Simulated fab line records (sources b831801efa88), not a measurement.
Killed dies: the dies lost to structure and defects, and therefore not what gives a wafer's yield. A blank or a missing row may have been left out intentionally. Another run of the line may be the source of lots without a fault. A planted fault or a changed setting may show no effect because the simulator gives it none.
What tool caused it? + flow sky130 + 18 wafers from 6 lots sampled at 2 of the route's 708 steps

WHAT THE GAUGES SHOWED, per wafer
SKY_FIELD_ISO_THK_MEAS_23.
| lot  | measured    | on           | FIELD_ISO_OXIDATION_01_THK (nm) |
|------|-------------|--------------|---------------------------------|
| L381 | day 2 19:20 | filmMetro-04 | 9.95 9.93 9.79                  |
| L383 | day 3 13:30 | filmMetro-01 | 10.08 10.05 10.06               |
| L386 | day 3 20:20 | filmMetro-04 | 10.04 9.72 9.73                 |
| L391 | day 4 21:03 | filmMetro-01 | 10.06 10.14 10.02               |
| L400 | day 6 20:41 | filmMetro-03 | 4.33 4.29 4.35                  |
| L402 | day 7 08:58 | filmMetro-04 | 10.49 10.38 10.58               |

WHAT TOOL EACH LOT RAN ON (gives the tool, then ch and the chambers of the sampled wafers, and finally the start)
| lot  | SKY_FIELD_ISO_OXIDATION_22   |
|------|------------------------------|
| L381 | furnace-01 ch 0, day 2 18:10 |
| L383 | furnace-01 ch 0, day 3 12:19 |
| L386 | furnace-01 ch 0, day 3 19:09 |
| L391 | furnace-01 ch 0, day 4 19:52 |
| L400 | furnace-02 ch 0, day 6 19:29 |
| L402 | furnace-01 ch 0, day 7 07:47 |
- SKY_FIELD_ISO_OXIDATION_22: stabilise 600 s, purge 300 s, target thk 10 nm.

THE ANSWER, worked out from the rows above alone
Rule: what is usual is taken from the lots themselves. Put in order of their means at a reading, lots are off if they are a third of the lots or fewer, leave a main group of 4 or more, and stand apart from it by a gap of 3 or more times the standard deviation of the main group's means; of several such gaps the widest counts. A main group whose means are all the same, to the digits that the tables above print for the reading, isn't used. Also off: a lot with no number at a reading for which 4 or more lots have one. Where the step has rows for the other lots, those lots are counted as sound.
Off: at SKY_FIELD_ISO_THK_MEAS_23 (FIELD_ISO_OXIDATION_01_THK), L400. For the main group the mean is 10.07 nm and the standard deviation 0.23.
A tool fits if, at a process step before that reading, it ran every lot that is off, and no sound lot after the first of them. Gauges at SKY_FIELD_ISO_THK_MEAS_23: tried the same way as those tools. This does not decide it: 2 tools fit, namely furnace-02 at SKY_FIELD_ISO_OXIDATION_22 and filmMetro-03 at SKY_FIELD_ISO_THK_MEAS_23.

WHAT THE SIMULATOR HAD PUT IN
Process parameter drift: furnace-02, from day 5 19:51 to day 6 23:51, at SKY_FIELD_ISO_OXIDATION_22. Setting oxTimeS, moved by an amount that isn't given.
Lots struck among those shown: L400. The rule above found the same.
